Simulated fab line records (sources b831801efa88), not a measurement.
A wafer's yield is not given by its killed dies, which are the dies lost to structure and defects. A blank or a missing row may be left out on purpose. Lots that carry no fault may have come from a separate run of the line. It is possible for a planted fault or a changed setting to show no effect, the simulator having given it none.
Which tool was responsible? | flow sky130 | Sampling: 24 lots, 72 wafers, 6 of 708 route steps

## WHAT THE GAUGES READ, wafer by wafer
SKY_METAL1_OVL_MEAS_16. Usual: METAL1_OVL -5 nm, standard deviation 5.5.
lot  | measured     | on         | METAL1_OVL (nm) | flag
L074 | day 32 21:55 | overlay-02 | -5 -2 0         | 
L075 | day 33 08:07 | overlay-02 | -11 -6 -5       | 
L076 | day 33 11:53 | overlay-02 | 2 0 -7          | 
L077 | day 34 04:10 | overlay-01 | 2 -4 2          | 
L079 | day 35 00:20 | overlay-01 | -19 -3 -11      | 
L078 | day 35 01:35 | overlay-01 | 5 4 7           | 
L080 | day 35 07:17 | overlay-01 | -1 -1 -3        | 
L081 | day 35 08:43 | overlay-02 | -15 -4 -15      | 
L082 | day 35 11:47 | overlay-01 | -9 -5 -2        | 
L083 | day 35 22:49 | overlay-02 | 1 -4 0          | 
L084 | day 36 08:56 | overlay-01 | 0 -11 2         | 
L085 | day 36 13:34 | overlay-02 | -8 -12 -12      | 
L087 | day 36 21:43 | overlay-02 | -15 -4 -7       | 
L086 | day 36 21:44 | overlay-01 | -6 -5 -15       | 
L088 | day 37 09:20 | overlay-02 | 3 -3 0          | 
L089 | day 37 10:31 | overlay-02 | -9 -5 2         | 
L090 | day 38 01:31 | overlay-02 | -4 -9 -4        | 
L091 | day 38 07:05 | overlay-02 | -3 -16 -6       | 
L092 | day 38 13:37 | overlay-02 | 1 -9 -17        | 
L093 | day 38 21:29 | overlay-01 | 2 -9 -5         | 
L095 | day 39 08:50 | overlay-02 | -11 -4 -11      | 
L094 | day 39 10:22 | overlay-02 | -7 -7 -1        | 
L096 | day 39 20:50 | overlay-01 | 3 -3 8          | 
L097 | day 40 01:38 | overlay-02 | 0 -4 -2         | 

SKY_METAL3_OVL_MEAS_14. Usual: METAL3_OVL 2 nm, standard deviation 6.
lot  | measured     | on         | METAL3_OVL (nm) | flag
L074 | day 38 15:26 | overlay-02 | -1 -2 2         | 
L075 | day 39 00:55 | overlay-02 | -5 5 2          | 
L076 | day 39 04:17 | overlay-01 | 4 4 7           | 
L077 | day 39 21:44 | overlay-01 | 13 13 15        | 
L079 | day 40 15:35 | overlay-01 | 7 -1 0          | 
L078 | day 40 17:52 | overlay-01 | 5 -2 6          | 
L080 | day 40 21:13 | overlay-02 | -1 -2 -1        | 
L081 | day 40 22:34 | overlay-02 | 10 7 16         | 
L082 | day 41 00:02 | overlay-02 | -4 -2 -6        | 
L083 | day 41 11:35 | overlay-02 | 3 -2 -2         | 
L084 | day 41 20:48 | overlay-02 | -5 -5 -2        | 
L085 | day 42 01:08 | overlay-02 | 11 10 10        | 
L087 | day 42 09:29 | overlay-01 | 12 13 13        | 
L086 | day 42 08:46 | overlay-01 | -2 -1 4         | 
L088 | day 42 19:37 | overlay-02 | 3 4 3           | 
L089 | day 42 20:22 | overlay-02 | 2 1 1           | 
L090 | day 43 10:55 | overlay-02 | 1 -4 -6         | 
L091 | day 43 16:22 | overlay-02 | 7 9 6           | 
L092 | day 43 21:07 | overlay-01 | -9 -12 -12      | 
L093 | day 44 04:02 | overlay-02 | 3 -2 -2         | 
L095 | day 44 15:05 | overlay-02 | -2 -3 -1        | 
L094 | day 44 19:10 | overlay-01 | 1 5 5           | 
L096 | day 44 23:55 | overlay-01 | 5 5 -3          | 
L097 | day 45 04:56 | overlay-01 | -1 0 0          | 

SKY_CAP2M_THK_MEAS_04: measures by xrf. Usual: CAP2M_TIN_THK 199.7 nm, standard deviation 2.4.
lot  | measured     | on           | CAP2M_TIN_THK (nm) | flag
L074 | day 39 19:58 | filmMetro-03 | 197.4 202.8 200.0  | 
L075 | day 40 05:22 | filmMetro-04 | 197.7 199.3 198.3  | 
L076 | day 40 09:19 | filmMetro-03 | 198.3 194.5 197.1  | 
L077 | day 41 00:38 | filmMetro-01 | 200.3 199.3 199.2  | 
L079 | day 41 19:29 | filmMetro-03 | 200.3 201.2 201.4  | 
L078 | day 41 22:20 | filmMetro-01 | 200.5 199.7 199.5  | 
L080 | day 42 00:37 | filmMetro-04 | 205.5 205.0 204.3  | 
L081 | day 42 01:51 | filmMetro-04 | 203.9 201.2 201.4  | 
L082 | day 42 03:49 | filmMetro-01 | 198.1 202.1 198.0  | 
L083 | day 42 14:59 | filmMetro-01 | 196.9 197.8 194.3  | 
L084 | day 43 00:42 | filmMetro-04 | 197.4 199.3 201.2  | 
L085 | day 43 04:10 | filmMetro-04 | 201.6 201.3 201.8  | 
L087 | day 43 12:38 | filmMetro-03 | 197.8 201.5 200.0  | 
L086 | day 43 11:05 | filmMetro-04 | 199.8 202.6 202.5  | 
L088 | day 43 21:26 | filmMetro-04 | 199.9 202.1 200.1  | 
L089 | day 43 22:43 | filmMetro-01 | 196.8 197.4 198.8  | 
L090 | day 44 12:40 | filmMetro-03 | 200.3 200.6 200.7  | 
L091 | day 44 18:20 | filmMetro-03 | 197.1 200.5 194.8  | 
L092 | day 44 22:51 | filmMetro-03 | 199.0 198.1 200.6  | 
L093 | day 45 05:30 | filmMetro-04 | 202.9 200.8 199.0  | 
L095 | day 45 17:08 | filmMetro-03 | 201.8 197.1 198.9  | 
L094 | day 45 20:38 | filmMetro-03 | 202.2 198.3 199.0  | 
L096 | day 46 00:55 | filmMetro-03 | 195.1 198.1 196.8  | 
L097 | day 46 05:53 | filmMetro-04 | 204.8 201.6 200.6  | 

## EACH LOT AND THE TOOL THAT RAN IT (in order: tool; ch and the chambers of the sampled wafers; start)
lot  | SKY_METAL1_SPUTTER_00       | SKY_METAL3_DESCUM_15             | SKY_METAL3_METAL_ETCH_18
L074 | pvdSputter-02, day 31 19:17 | rieMetal-02 ch 0,1, day 38 15:28 | rieMetal-03 ch 1, day 38 15:37
L075 | pvdSputter-01, day 32 04:31 | rieMetal-02 ch 0,1, day 39 00:57 | rieMetal-01 ch 0,1, day 39 01:05
L076 | pvdSputter-01, day 32 09:30 | rieMetal-02 ch 0,1, day 39 04:19 | rieMetal-03 ch 1, day 39 04:31
L077 | pvdSputter-02, day 33 01:05 | rieMetal-02 ch 0, day 39 21:46   | rieMetal-01 ch 0,1, day 39 21:55
L079 | pvdSputter-01, day 33 21:19 | rieMetal-01 ch 0,1, day 40 15:37 | rieMetal-02 ch 0,1, day 40 15:46
L078 | pvdSputter-02, day 33 22:17 | rieMetal-01 ch 0,1, day 40 17:55 | rieMetal-03 ch 0,1, day 40 18:08
L080 | pvdSputter-04, day 34 03:44 | rieMetal-02 ch 0,1, day 40 21:15 | rieMetal-01 ch 0,1, day 40 21:23
L081 | pvdSputter-04, day 34 04:28 | rieMetal-02 ch 0, day 40 22:36   | rieMetal-01 ch 0, day 40 22:45
L082 | pvdSputter-04, day 34 08:43 | rieMetal-03 ch 0,1, day 41 00:04 | rieMetal-02 ch 0,1, day 41 00:18
L083 | pvdSputter-01, day 34 19:06 | rieMetal-01 ch 0,1, day 41 11:37 | rieMetal-02 ch 0,1, day 41 11:46
L084 | pvdSputter-04, day 35 06:34 | rieMetal-01 ch 0,1, day 41 20:50 | rieMetal-02 ch 0,1, day 41 21:01
L085 | pvdSputter-04, day 35 10:13 | rieMetal-03 ch 0,1, day 42 01:10 | rieMetal-02 ch 0,1, day 42 01:20
L087 | pvdSputter-01, day 35 20:01 | rieMetal-03 ch 0, day 42 09:31   | rieMetal-02 ch 0,1, day 42 09:40
L086 | pvdSputter-02, day 35 20:25 | rieMetal-03 ch 0,1, day 42 08:49 | rieMetal-02 ch 0,1, day 42 09:00
L088 | pvdSputter-04, day 36 07:44 | rieMetal-02 ch 0,1, day 42 19:39 | rieMetal-03 ch 0,1, day 42 19:47
L089 | pvdSputter-04, day 36 09:27 | rieMetal-02 ch 0,1, day 42 20:24 | rieMetal-03 ch 0,1, day 42 20:33
L090 | pvdSputter-04, day 36 22:50 | rieMetal-03 ch 0,1, day 43 10:57 | rieMetal-02 ch 0,1, day 43 11:06
L091 | pvdSputter-04, day 37 05:49 | rieMetal-03 ch 0,1, day 43 16:25 | rieMetal-02 ch 0,1, day 43 16:36
L092 | pvdSputter-01, day 37 11:08 | rieMetal-03 ch 0,1, day 43 21:09 | rieMetal-02 ch 0,1, day 43 21:18
L093 | pvdSputter-01, day 37 19:29 | rieMetal-02 ch 0,1, day 44 04:04 | rieMetal-03 ch 0,1, day 44 04:13
L095 | pvdSputter-01, day 38 07:07 | rieMetal-02 ch 0,1, day 44 15:08 | rieMetal-01 ch 0,1, day 44 15:20
L094 | pvdSputter-01, day 38 08:18 | rieMetal-03 ch 0,1, day 44 19:12 | rieMetal-01 ch 0,1, day 44 19:21
L096 | pvdSputter-04, day 38 19:55 | rieMetal-02 ch 0,1, day 44 23:57 | rieMetal-01 ch 0,1, day 45 00:06
L097 | pvdSputter-01, day 39 00:18 | rieMetal-01 ch 0,1, day 45 04:58 | rieMetal-02 ch 0,1, day 45 05:10
- SKY_METAL1_SPUTTER_00: material Ti, target thk 15 nm, time 10 s.
- SKY_METAL3_DESCUM_15: chemistry O2, time 8 s.
- SKY_METAL3_METAL_ETCH_18: etches the open film in Cl2/BCl3, stops on SiO2, target depth 845 nm, time 183.1 s.

## AS READ BY THE TOOLS THEMSELVES (means over the sampled wafers that have a number; for cases with no such wafer, the mark the record gives instead)
SKY_METAL1_SPUTTER_00. Usual: throttleValvePct at 30.4 %, with a standard deviation of 0.95.
lot  | tool          | throttleValvePct (%) | flag
L074 | pvdSputter-02 | 30.5                 | 
L075 | pvdSputter-01 | 31.0                 | 
L076 | pvdSputter-01 | 31.4                 | 
L077 | pvdSputter-02 | 30.3                 | 
L079 | pvdSputter-01 | 31.2                 | 
L078 | pvdSputter-02 | 30.1                 | 
L080 | pvdSputter-04 | 29.8                 | 
L081 | pvdSputter-04 | 29.9                 | 
L082 | pvdSputter-04 | 29.5                 | 
L083 | pvdSputter-01 | 31.0                 | 
L084 | pvdSputter-04 | 30.2                 | 
L085 | pvdSputter-04 | 29.3                 | 
L087 | pvdSputter-01 | 30.7                 | 
L086 | pvdSputter-02 | 30.1                 | 
L088 | pvdSputter-04 | 29.6                 | 
L089 | pvdSputter-04 | 30.5                 | 
L090 | pvdSputter-04 | 29.5                 | 
L091 | pvdSputter-04 | 29.3                 | 
L092 | pvdSputter-01 | 30.0                 | 
L093 | pvdSputter-01 | 30.7                 | 
L095 | pvdSputter-01 | 31.3                 | 
L094 | pvdSputter-01 | 30.8                 | 
L096 | pvdSputter-04 | 30.7                 | 
L097 | pvdSputter-01 | 31.9                 | 

SKY_METAL3_DESCUM_15. Usual: drypumpMotorCurrentA 6.1 A, standard deviation 0.44; oesProductAu 1.000 a.u., standard deviation 0.01; tempC 40.01 C, standard deviation 0.1.
lot  | tool        | drypumpMotorCurrentA (A) | oesProductAu (a.u.) | tempC (C) | flag
L074 | rieMetal-02 | 6.2                      | 0.990               | 40.02     | 
L075 | rieMetal-02 | 6.3                      | 0.987               | 39.98     | 
L076 | rieMetal-02 | 6.2                      | 0.998               | 40.03     | 
L077 | rieMetal-02 | 6.5                      | 1.012               | 39.99     | 
L079 | rieMetal-01 | 6.1                      | 1.005               | 39.94     | 
L078 | rieMetal-01 | 5.8                      | 1.002               | 40.01     | 
L080 | rieMetal-02 | 6.2                      | 0.993               | 40.13     | 
L081 | rieMetal-02 | 6.5                      | 0.998               | 40.17     | 
L082 | rieMetal-03 | 5.7                      | 1.004               | 40.08     | 
L083 | rieMetal-01 | 5.8                      | 1.004               | 40.01     | 
L084 | rieMetal-01 | 6.2                      | 1.006               | 40.04     | 
L085 | rieMetal-03 | 5.7                      | 1.009               | 40.02     | 
L087 | rieMetal-03 | 5.4                      | 1.008               | 39.97     | 
L086 | rieMetal-03 | 5.7                      | 1.014               | 40.00     | 
L088 | rieMetal-02 | 6.2                      | 0.989               | 40.01     | 
L089 | rieMetal-02 | 6.4                      | 1.001               | 39.85     | 
L090 | rieMetal-03 | 5.7                      | 1.006               | 40.06     | 
L091 | rieMetal-03 | 6.0                      | 1.006               | 40.05     | 
L092 | rieMetal-03 | 5.7                      | 1.008               | 40.09     | 
L093 | rieMetal-02 | 6.4                      | 0.990               | 40.08     | 
L095 | rieMetal-02 | 6.4                      | 0.995               | 40.00     | 
L094 | rieMetal-03 | 6.0                      | 1.000               | 39.98     | 
L096 | rieMetal-02 | 6.2                      | 0.989               | 39.93     | 
L097 | rieMetal-01 | 6.1                      | 1.009               | 40.03     | 

SKY_METAL3_METAL_ETCH_18. Usual: drypumpMotorCurrentA 6.1 A, standard deviation 0.44; oesProductAu 0.867 a.u., standard deviation 0.0065; throttleValvePct 22.265 %, standard deviation 0.0091.
lot  | tool        | drypumpMotorCurrentA (A) | oesProductAu (a.u.) | throttleValvePct (%) | flag
L074 | rieMetal-03 | 6.3                      | 0.860               | 22.261               | 
L075 | rieMetal-01 | 6.1                      | 0.863               | 22.261               | 
L076 | rieMetal-03 | 6.3                      | 0.865               | 22.261               | 
L077 | rieMetal-01 | 6.2                      | 0.872               | 22.266               | 
L079 | rieMetal-02 | 6.2                      | 0.862               | 22.265               | 
L078 | rieMetal-03 | 5.7                      | 0.862               | 22.275               | 
L080 | rieMetal-01 | 6.2                      | 0.871               | 22.268               | 
L081 | rieMetal-01 | 6.5                      | 0.860               | 22.268               | 
L082 | rieMetal-02 | 6.3                      | 0.867               | 22.267               | 
L083 | rieMetal-02 | 6.2                      | 0.876               | 22.268               | 
L084 | rieMetal-02 | 6.4                      | 0.868               | 22.263               | 
L085 | rieMetal-02 | 6.3                      | 0.864               | 22.268               | 
L087 | rieMetal-02 | 6.4                      | 0.868               | 22.267               | 
L086 | rieMetal-02 | 6.2                      | 0.858               | 22.266               | 
L088 | rieMetal-03 | 5.7                      | 0.867               | 22.259               | 
L089 | rieMetal-03 | 6.0                      | 0.865               | 22.271               | 
L090 | rieMetal-02 | 6.2                      | 0.878               | 22.261               | 
L091 | rieMetal-02 | 6.3                      | 0.857               | 22.264               | 
L092 | rieMetal-02 | 6.2                      | 0.867               | 22.268               | 
L093 | rieMetal-03 | 6.0                      | 0.869               | 22.266               | 
L095 | rieMetal-01 | 5.8                      | 0.866               | 22.270               | 
L094 | rieMetal-01 | 6.2                      | 0.871               | 22.256               | 
L096 | rieMetal-01 | 5.8                      | 0.863               | 22.259               | 
L097 | rieMetal-02 | 6.2                      | 0.863               | 22.270               | 

## THE ANSWER, worked out from the rows above alone
Rule: a lot counts as off when the mean over its wafers that have a number is more than 3 standard deviations away from the usual mean. A lot without any number at a reading at which 4 lots or more have one is off too. Any other lot the step has rows for is counted as sound. Order of review: gauges by route order, followed by the tools' own readings, for which a lot's mean as printed above is used. The first step at which some lot is off is used, and at that step the reading that is off furthest; a lot without a number counts as furthest.
Across all readings shown, no lot is off: no conclusion can be drawn from this.

## WHAT THE SIMULATOR HAD INSERTED
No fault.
